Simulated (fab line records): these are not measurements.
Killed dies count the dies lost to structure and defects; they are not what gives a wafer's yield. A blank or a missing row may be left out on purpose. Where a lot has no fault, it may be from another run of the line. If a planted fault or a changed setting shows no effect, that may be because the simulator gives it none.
A single fault, viewed from 2 desks + flow gf180mcu + numbers are kept per desk, each desk with only its own; the story behind them comes last

== DESK OF THE TOOL OWNER: pvdSputter-01 ==
The tool's own readings at GF_M2_SPUTTER_02 (material AlCu, target thk 450 nm, time 23.9 s): means of the sampled wafers that have a number, for each lot that ran on this tool. Marked OUT: a lot whose mean sits more than 4 standard deviations from the usual mean, which makes it out of limits; the brackets give that distance.
Columns: A = throttleValvePct at GF_M2_SPUTTER_02, usual 29.5 %
| lot  | first seen here | A    |
|------|-----------------|------|
| L921 | day 18 15:12    | 28.7 |
| L925 | day 20 07:32    | 29.3 |
| L926 | day 21 08:12    | 28.8 |
| L927 | day 21 10:08    | 29.4 |
| L932 | day 23 19:25    | 29.2 |
| L935 | day 24 00:40    | 28.3 |
This desk's verdict: no lot among the 6 shows anything out of limits.

== FROM THE METROLOGY DESK ==
What the gauges read for every lot (on any tool): the sampled wafers with a number, averaged. Marked OUT: a lot whose mean sits more than 4 standard deviations from the usual mean, which makes it out of limits; the brackets give that distance.
Columns: A = cdNm at GF_V1_CD_MEAS_14, usual 259.9 nm; B = V1_OVL at GF_V1_OVL_MEAS_15, usual -2 nm; C = M2_ALCU_RS at GF_M2_RS_MEAS_05, usual 0.0694 ohm/sq; D = M2_ALCU_THK at GF_M2_THK_MEAS_06, usual 452 nm
| lot  | first seen here | A     | B  | C                | D             |
|------|-----------------|-------|----|------------------|---------------|
| L919 | day 17 20:28    | 258.2 | -8 | 0.0687           | 456           |
| L921 | day 18 13:35    | 259.4 | 3  | 0.0692           | 453           |
| L923 | day 19 06:29    | 258.7 | -3 | 0.0696           | 452           |
| L924 | day 19 15:56    | 259.6 | -1 | 0.0684           | 459           |
| L925 | day 20 05:52    | 261.2 | -1 | 0.0694           | 453           |
| L926 | day 21 06:25    | 260.1 | -6 | 0.0703           | 444           |
| L927 | day 21 08:28    | 259.5 | -1 | 0.0680           | 462           |
| L928 | day 21 20:58    | 258.5 | -9 | 0.0695           | 452           |
| L932 | day 23 17:47    | 258.4 | -1 | 0.0697           | 451           |
| L935 | day 23 23:01    | 261.6 | -5 | 0.0939 (+26) OUT | 338 (-18) OUT |
| L940 | day 25 11:43    | 259.8 | 4  | 0.0698           | 448           |
| L942 | day 26 01:15    | 259.1 | 0  | 0.0700           | 449           |
This desk reports L935 out of limits; the earliest was L935 at day 24 00:45 (M2_ALCU_RS at GF_M2_RS_MEAS_05). L919, L921, L923, L924, L925, L926, L927, L928, L932, L940, L942: within limits.

== PUT TOGETHER ==
At day 24 00:45 the metrology desk could have sounded an alarm, on L935.
Nothing out of limits was seen by the tool owner's desk.
On record at the tool owner's desk: L935, within its limits.
Every lot named ran GF_M2_SPUTTER_02 on pvdSputter-01.

== WHAT HAD BEEN PUT IN BY THE SIMULATOR ==
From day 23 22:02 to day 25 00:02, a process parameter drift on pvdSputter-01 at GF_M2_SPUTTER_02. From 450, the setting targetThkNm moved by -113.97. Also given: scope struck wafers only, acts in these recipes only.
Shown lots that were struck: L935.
Per desk, hours elapsed from the start of the fault to the first reading out of limits: for the metrology desk, 3.
